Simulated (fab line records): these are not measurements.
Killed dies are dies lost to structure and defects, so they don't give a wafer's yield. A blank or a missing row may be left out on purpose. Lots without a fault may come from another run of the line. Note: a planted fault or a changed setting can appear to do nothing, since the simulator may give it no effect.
Shared-tool check / flow sky130 / 45 wafers sampled across 15 lots

WHY THIS WAS OPENED
Of 15 lots, 3 have the reading LDD_HVN_TW flagged at SKY_LDD_HVN_TW_MEAS_10. Wafers without a fault read 1444, standard deviation 12.
Rule: flag the lot when none of its wafers has a number, or when each of its wafers that has one lies beyond 4 standard deviations from that mean. All remaining lots are regarded as sound.

lot=L878; measured=day 20 07:53; on=film-metro-04; LDD_HVN_TW, wafer by wafer=1437 1439 1438; flag=
lot=L879; measured=day 21 03:45; on=film-metro-01; LDD_HVN_TW, wafer by wafer=1455 1454 1448; flag=
lot=L881; measured=day 21 13:59; on=film-metro-01; LDD_HVN_TW, wafer by wafer=1446 1452 1453; flag=
lot=L883; measured=day 22 08:59; on=film-metro-04; LDD_HVN_TW, wafer by wafer=1436 1438 1433; flag=
lot=L884; measured=day 22 18:06; on=film-metro-01; LDD_HVN_TW, wafer by wafer=1456 1447 1446; flag=
lot=L885; measured=day 23 00:11; on=film-metro-01; LDD_HVN_TW, wafer by wafer=1451 1450 1457; flag=
lot=L886; measured=day 23 07:29; on=film-metro-04; LDD_HVN_TW, wafer by wafer=1431 1431 1436; flag=
lot=L887; measured=day 23 19:17; on=film-metro-04; LDD_HVN_TW, wafer by wafer=1430 1431 1433; flag=
lot=L888; measured=day 24 00:37; on=film-metro-04; LDD_HVN_TW, wafer by wafer=1423 1425 1435; flag=
lot=L890; measured=day 25 03:49; on=film-metro-04; LDD_HVN_TW, wafer by wafer=1425 1431 1431; flag=
lot=L895; measured=day 26 15:03; on=film-metro-04; LDD_HVN_TW, wafer by wafer=30 30 30; flag=FLAGGED
lot=L896; measured=day 26 21:47; on=film-metro-01; LDD_HVN_TW, wafer by wafer=30 30 30; flag=FLAGGED
lot=L897; measured=day 27 09:46; on=film-metro-04; LDD_HVN_TW, wafer by wafer=30 30 30; flag=FLAGGED
lot=L900; measured=day 28 02:38; on=film-metro-04; LDD_HVN_TW, wafer by wafer=1449 1446 1449; flag=
lot=L901; measured=day 28 09:59; on=film-metro-04; LDD_HVN_TW, wafer by wafer=1454 1444 1436; flag=
Averaged over the flagged lots the numbers come to 30, -1414 from the usual (-99 or more standard deviations).

TOOL THAT RAN EACH LOT
The record holds 2 process steps before the reading, out of a route of 708 steps. Read each cell as the tool, then ch plus the chambers that the sampled wafers visited, then the start.
lot=L878; flag=; SKY_LDD_P_STRIP_10=plasma-asher-02 ch 0,1, day 19 00:48; SKY_LDD_HVN_STRIP_09=plasma-asher-02 ch 0,1, day 20 07:47
lot=L879; flag=; SKY_LDD_P_STRIP_10=plasma-asher-02 ch 0,1, day 19 20:51; SKY_LDD_HVN_STRIP_09=plasma-asher-03 ch 0,1, day 21 03:40
lot=L881; flag=; SKY_LDD_P_STRIP_10=plasma-asher-02 ch 0,1, day 20 07:14; SKY_LDD_HVN_STRIP_09=plasma-asher-04 ch 0,1, day 21 13:53
lot=L883; flag=; SKY_LDD_P_STRIP_10=plasma-asher-02 ch 0,1, day 21 02:05; SKY_LDD_HVN_STRIP_09=plasma-asher-04 ch 0,1, day 22 08:53
lot=L884; flag=; SKY_LDD_P_STRIP_10=plasma-asher-03 ch 0,1, day 21 12:11; SKY_LDD_HVN_STRIP_09=plasma-asher-03 ch 0,1, day 22 17:59
lot=L885; flag=; SKY_LDD_P_STRIP_10=plasma-asher-03 ch 0,1, day 21 18:30; SKY_LDD_HVN_STRIP_09=plasma-asher-04 ch 0,1, day 23 00:05
lot=L886; flag=; SKY_LDD_P_STRIP_10=plasma-asher-03 ch 0,1, day 22 01:03; SKY_LDD_HVN_STRIP_09=plasma-asher-04 ch 0,1, day 23 07:23
lot=L887; flag=; SKY_LDD_P_STRIP_10=plasma-asher-02 ch 0,1, day 22 12:22; SKY_LDD_HVN_STRIP_09=plasma-asher-02 ch 0,1, day 23 19:11
lot=L888; flag=; SKY_LDD_P_STRIP_10=plasma-asher-03 ch 0,1, day 22 19:13; SKY_LDD_HVN_STRIP_09=plasma-asher-04 ch 0,1, day 24 00:31
lot=L890; flag=; SKY_LDD_P_STRIP_10=plasma-asher-01 ch 0,1, day 23 21:46; SKY_LDD_HVN_STRIP_09=plasma-asher-03 ch 0,1, day 25 03:44
lot=L895; flag=FLAGGED; SKY_LDD_P_STRIP_10=plasma-asher-02 ch 0,1, day 25 10:09; SKY_LDD_HVN_STRIP_09=plasma-asher-03 ch 0,1, day 26 14:56
lot=L896; flag=FLAGGED; SKY_LDD_P_STRIP_10=plasma-asher-03 ch 0,1, day 25 16:43; SKY_LDD_HVN_STRIP_09=plasma-asher-04 ch 0,1, day 26 21:41
lot=L897; flag=FLAGGED; SKY_LDD_P_STRIP_10=plasma-asher-02 ch 0,1, day 26 04:19; SKY_LDD_HVN_STRIP_09=plasma-asher-03 ch 0,1, day 27 09:41
lot=L900; flag=; SKY_LDD_P_STRIP_10=plasma-asher-02 ch 0,1, day 26 21:25; SKY_LDD_HVN_STRIP_09=plasma-asher-02 ch 0,1, day 28 02:32
lot=L901; flag=; SKY_LDD_P_STRIP_10=plasma-asher-02 ch 0,1, day 27 05:23; SKY_LDD_HVN_STRIP_09=plasma-asher-04 ch 0,1, day 28 09:52
What the steps here do:
- SKY_LDD_P_STRIP_10: strips in O2/N2.
- SKY_LDD_HVN_STRIP_09: strips in O2/N2.
- SKY_LDD_HVN_TW_MEAS_10

FLAGGED AGAINST TOTAL, ONE TOOL AT A TIME (gauges that did the reading follow at the end)
step=SKY_LDD_P_STRIP_10; tool=plasma-asher-01; lots run=1; flagged=0; share of the flagged lots=none; sound lots run after its first flagged lot=-
step=SKY_LDD_P_STRIP_10; tool=plasma-asher-02; lots run=9; flagged=2; share of the flagged lots=some; sound lots run after its first flagged lot=2 (L900,L901)
step=SKY_LDD_P_STRIP_10; tool=plasma-asher-03; lots run=5; flagged=1; share of the flagged lots=some; sound lots run after its first flagged lot=0
step=SKY_LDD_HVN_STRIP_09; tool=plasma-asher-02; lots run=3; flagged=0; share of the flagged lots=none; sound lots run after its first flagged lot=-
step=SKY_LDD_HVN_STRIP_09; tool=plasma-asher-03; lots run=5; flagged=2; share of the flagged lots=some; sound lots run after its first flagged lot=0
step=SKY_LDD_HVN_STRIP_09; tool=plasma-asher-04; lots run=7; flagged=1; share of the flagged lots=some; sound lots run after its first flagged lot=1 (L901)
step=SKY_LDD_HVN_TW_MEAS_10; tool=film-metro-01; lots run=5; flagged=1; share of the flagged lots=some; sound lots run after its first flagged lot=0
step=SKY_LDD_HVN_TW_MEAS_10; tool=film-metro-04; lots run=10; flagged=2; share of the flagged lots=some; sound lots run after its first flagged lot=2 (L900,L901)

THE TABLE: WHAT IT ALLOWS
No row of the table ran every flagged lot.

WHAT THE SIMULATOR HAD INSERTED
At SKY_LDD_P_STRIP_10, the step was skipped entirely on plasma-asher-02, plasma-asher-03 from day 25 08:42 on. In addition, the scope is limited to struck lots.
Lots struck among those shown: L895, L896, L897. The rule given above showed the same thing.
